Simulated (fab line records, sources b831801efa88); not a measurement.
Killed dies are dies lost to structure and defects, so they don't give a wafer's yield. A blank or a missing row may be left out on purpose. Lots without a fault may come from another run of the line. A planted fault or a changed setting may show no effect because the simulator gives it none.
Which tool did it? | flow sky130 | 12 lots, 36 wafers sampled, at 2 steps of a route of 708

WHAT THE GAUGES READ, wafer by wafer
SKY_CONTACT_OVL_MEAS_15.
lot  | measured     | on         | CONTACT_OVL (nm)
L972 | day 31 12:11 | overlay-01 | 1 5 9
L973 | day 31 14:51 | overlay-01 | 15 10 3
L976 | day 32 19:19 | overlay-01 | 9 13 5
L977 | day 33 05:49 | overlay-01 | 7 2 13
L978 | day 33 12:23 | overlay-02 | -2 8 3
L979 | day 33 13:45 | overlay-02 | 8 2 6
L981 | day 35 02:51 | overlay-01 | 2 -3 10
L980 | day 35 03:14 | overlay-02 | 10 9 5
L982 | day 35 05:33 | overlay-01 | 4 11 2
L984 | day 35 10:40 | overlay-02 | 1 -5 0
L992 | day 37 13:19 | overlay-02 | 16 6 7
L994 | day 38 09:14 | overlay-01 | 2 12 5

WHICH TOOL RAN EACH LOT (tool, then ch and the chambers of the sampled wafers, then the start)
lot  | SKY_CONTACT_COAT_08
L972 | litho_track-03 ch 0, day 30 22:07
L973 | litho_track-04 ch 0, day 31 00:33
L976 | litho_track-04 ch 0, day 32 05:16
L977 | litho_track-01 ch 0, day 32 16:12
L978 | litho_track-01 ch 0, day 32 22:24
L979 | litho_track-04 ch 0, day 32 23:31
L981 | litho_track-04 ch 0, day 34 12:36
L980 | litho_track-01 ch 0, day 34 13:26
L982 | litho_track-04 ch 0, day 34 15:40
L984 | litho_track-03 ch 0, day 34 21:02
L992 | litho_track-04 ch 0, day 37 00:15
L994 | litho_track-04 ch 0, day 37 19:08
- SKY_CONTACT_COAT_08: resist thk 60 nm.

WHAT THE TOOLS THEMSELVES READ (means of the sampled wafers that have a number; where no wafer has one, the mark that the record gives instead)
SKY_CONTACT_COAT_08.
lot  | tool           | dispense_pressure_kPa (kPa) | spin_speed_rpm (rpm)
L972 | litho_track-03 | 56                          | 3001.4
L973 | litho_track-04 | 54                          | 3001.3
L976 | litho_track-04 | 54                          | 3000.0
L977 | litho_track-01 | 43                          | 2999.5
L978 | litho_track-01 | 43                          | 3000.4
L979 | litho_track-04 | 54                          | 2999.6
L981 | litho_track-04 | 54                          | 2998.4
L980 | litho_track-01 | 43                          | 3000.5
L982 | litho_track-04 | 54                          | 2997.5
L984 | litho_track-03 | 56                          | 3000.9
L992 | litho_track-04 | 54                          | 2733.7
L994 | litho_track-04 | 54                          | 2738.5

THE ANSWER, worked out from the rows above alone
Rule: what is usual is taken from the lots themselves. Put in order of their means at a reading, lots are off if they are a third of the lots or fewer, leave a main group of 4 or more, and stand apart from it by a gap of 3 or more times the standard deviation of the main group's means; of several such gaps the widest counts. A main group whose means are all the same, to the digits that the tables above print for the reading, isn't used. A lot without any number at a reading at which 4 lots or more have one is off too. The other lots that the step has rows for count as sound. The gauges are gone through in route order, then the tools' own readings, and for those a lot's mean is taken as printed above. The first step at which some lot is off is used, and at that step the reading that is off furthest; a lot without a number counts as furthest.
Off: L992, L994, at SKY_CONTACT_COAT_08 (spin_speed_rpm). The main group: mean 2999.9 rpm, standard deviation 1.2.
A tool fits if, at that step or a process step before it, it ran every lot that is off, and no sound lot after the first of them. One fits: litho_track-04 at SKY_CONTACT_COAT_08. Its last sound lot is L982 (day 34 15:40), its first lot that is off L992 (day 37 00:15): a fault that began between those two fits.
The tool's own readings at SKY_CONTACT_COAT_08 bear it out: on the lots that are off they differ by more than 5 times the standard deviation of the sound lots' means. spin_speed_rpm reads 2736.1 rpm there against 2999.9 rpm on the sound lots.

WHAT THE SIMULATOR HAD PUT IN
Process parameter drift: litho_track-04, from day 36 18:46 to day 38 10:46, at SKY_CONTACT_COAT_08. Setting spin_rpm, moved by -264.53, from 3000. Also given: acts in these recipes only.
Lots struck among those shown: L992, L994. The rule above found the same.
